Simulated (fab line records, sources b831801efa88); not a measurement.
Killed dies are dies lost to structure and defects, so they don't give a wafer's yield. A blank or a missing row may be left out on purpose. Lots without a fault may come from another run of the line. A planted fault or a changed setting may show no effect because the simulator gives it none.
Which tool did it? | flow sky130 | 14 lots, 42 wafers sampled, at 4 steps of a route of 708

WHAT THE GAUGES READ, wafer by wafer
SKY_SONOS_ONO_THK_MEAS_03.
lot  | measured     | on            | SONOS_ONO_CVD_02_THK (nm)
L689 | day 11 19:37 | film_metro-02 | 10.29 10.30 10.28
L690 | day 11 19:38 | film_metro-03 | 10.76 10.60 10.59
L691 | day 12 07:43 | film_metro-04 | 10.59 10.55 10.60
L692 | day 12 14:34 | film_metro-02 | 10.64 10.49 10.53
L693 | day 12 20:33 | film_metro-02 | 10.36 10.32 10.36
L696 | day 14 02:33 | film_metro-04 | 10.51 10.55 10.48
L697 | day 14 06:14 | film_metro-04 | 10.58 10.53 10.53
L700 | day 15 02:14 | film_metro-02 | 10.49 10.45 10.63
L705 | day 17 01:40 | film_metro-04 | 10.75 10.65 10.61
L707 | day 17 09:10 | film_metro-02 | 10.60 10.76 10.76
L708 | day 17 17:33 | film_metro-04 | 10.58 10.66 10.55
L710 | day 18 14:01 | film_metro-04 | 10.19 10.47 10.43
L711 | day 19 03:13 | film_metro-02 | 10.23 10.28 10.23
L712 | day 19 07:14 | film_metro-04 | 10.62 10.44 10.59

SKY_SONOS_ONO_OVL_MEAS_14.
lot  | measured     | on         | SONOS_ONO_OVL (nm)
L689 | day 12 20:49 | overlay-01 | -0.4 0.4 1.8
L690 | day 12 22:55 | overlay-01 | 0.2 0.6 0.9
L691 | day 13 10:00 | overlay-01 | -0.3 0.8 -1.0
L692 | day 13 17:28 | overlay-01 | -0.8 -1.4 -1.4
L693 | day 13 22:46 | overlay-02 | 2.6 2.6 2.4
L696 | day 15 05:25 | overlay-02 | 0.9 1.6 1.6
L697 | day 15 10:01 | overlay-02 | -1.5 -2.6 -1.7
L700 | day 16 07:07 | overlay-02 | 2.3 1.0 1.2
L705 | day 18 08:16 | overlay-02 | 0.7 0.3 1.7
L707 | day 18 16:17 | overlay-01 | -0.9 -0.4 -0.5
L708 | day 19 00:40 | overlay-01 | -2.2 -1.0 0.8
L710 | day 19 21:13 | overlay-02 | -0.8 -0.8 0.1
L711 | day 20 10:46 | overlay-02 | 0.0 1.4 2.0
L712 | day 20 15:49 | overlay-02 | 1.1 0.6 -1.3

SKY_SD_N_OVL_MEAS_08.
lot  | measured     | on         | SD_N_OVL (nm)
L689 | day 28 01:34 | overlay-02 | -0.4 -1.3 0.4
L690 | day 28 09:49 | overlay-01 | -0.7 -0.2 -0.7
L691 | day 28 18:09 | overlay-02 | 1.3 1.7 1.3
L692 | day 29 02:55 | overlay-01 | 0.5 -0.4 -1.6
L693 | day 29 06:13 | overlay-01 | -1.6 -1.3 -3.2
L696 | day 31 00:46 | overlay-02 | 0.5 2.1 -0.9
L697 | day 31 03:16 | overlay-01 | -1.7 -0.1 -2.5
L700 | day 31 12:22 | overlay-02 | 1.7 1.4 0.6
L705 | day 33 11:04 | overlay-02 | 2.0 1.4 -0.9
L707 | day 33 14:40 | overlay-02 | 1.5 2.1 0.7
L708 | day 34 02:17 | overlay-01 | -1.4 -3.4 -2.5
L710 | day 34 16:43 | overlay-02 | 2.5 0.7 -0.6
L711 | day 35 09:19 | overlay-01 | 1.1 -0.1 1.1
L712 | day 35 13:25 | overlay-02 | -1.9 -1.7 0.1

WHICH TOOL RAN EACH LOT (tool, then ch and the chambers of the sampled wafers, then the start)
lot  | SKY_RES_XHIGH_DEHYDRATE_00
L689 | litho_track-04 ch 0, day 26 05:56
L690 | litho_track-04 ch 0, day 26 15:24
L691 | litho_track-01 ch 0, day 26 22:07
L692 | litho_track-04 ch 0, day 27 06:45
L693 | litho_track-03 ch 0, day 27 11:02
L696 | litho_track-04 ch 0, day 29 07:50
L697 | litho_track-04 ch 0, day 29 09:21
L700 | litho_track-01 ch 0, day 29 19:40
L705 | litho_track-03 ch 0, day 31 18:32
L707 | litho_track-04 ch 0, day 31 22:12
L708 | litho_track-01 ch 0, day 32 09:16
L710 | litho_track-03 ch 0, day 33 00:14
L711 | litho_track-01 ch 0, day 33 16:18
L712 | litho_track-03 ch 0, day 33 21:08
- SKY_RES_XHIGH_DEHYDRATE_00: time 60 s.

WHAT THE TOOLS THEMSELVES READ (means of the sampled wafers that have a number; where no wafer has one, the mark that the record gives instead)
SKY_RES_XHIGH_DEHYDRATE_00.
lot  | tool           | heater_power_total_W (W) | plate_temp_C (C)
L689 | litho_track-04 | 160.51                   | 200.10
L690 | litho_track-04 | 160.38                   | 200.11
L691 | litho_track-01 | 160.46                   | 199.96
L692 | litho_track-04 | 160.47                   | 200.02
L693 | litho_track-03 | 160.47                   | 199.75
L696 | litho_track-04 | 165.57                   | 205.23
L697 | litho_track-04 | 165.63                   | 205.17
L700 | litho_track-01 | 160.28                   | 200.03
L705 | litho_track-03 | 160.38                   | 199.89
L707 | litho_track-04 | 160.45                   | 200.25
L708 | litho_track-01 | 160.39                   | 200.11
L710 | litho_track-03 | 160.43                   | 200.04
L711 | litho_track-01 | 160.43                   | 200.01
L712 | litho_track-03 | 160.31                   | 200.16

THE ANSWER, worked out from the rows above alone
Rule: what is usual is taken from the lots themselves. Put in order of their means at a reading, lots are off if they are a third of the lots or fewer, leave a main group of 4 or more, and stand apart from it by a gap of 3 or more times the standard deviation of the main group's means; of several such gaps the widest counts. A main group whose means are all the same, to the digits that the tables above print for the reading, isn't used. A lot without any number at a reading at which 4 lots or more have one is off too. The other lots that the step has rows for count as sound. The gauges are gone through in route order, then the tools' own readings, and for those a lot's mean is taken as printed above. The first step at which some lot is off is used, and at that step the reading that is off furthest; a lot without a number counts as furthest.
Off: L696, L697, at SKY_RES_XHIGH_DEHYDRATE_00 (heater_power_total_W). The main group: mean 160.41 W, standard deviation 0.065.
A tool fits if, at that step or a process step before it, it ran every lot that is off, and no sound lot after the first of them. None of those tried fits.

WHAT THE SIMULATOR HAD PUT IN
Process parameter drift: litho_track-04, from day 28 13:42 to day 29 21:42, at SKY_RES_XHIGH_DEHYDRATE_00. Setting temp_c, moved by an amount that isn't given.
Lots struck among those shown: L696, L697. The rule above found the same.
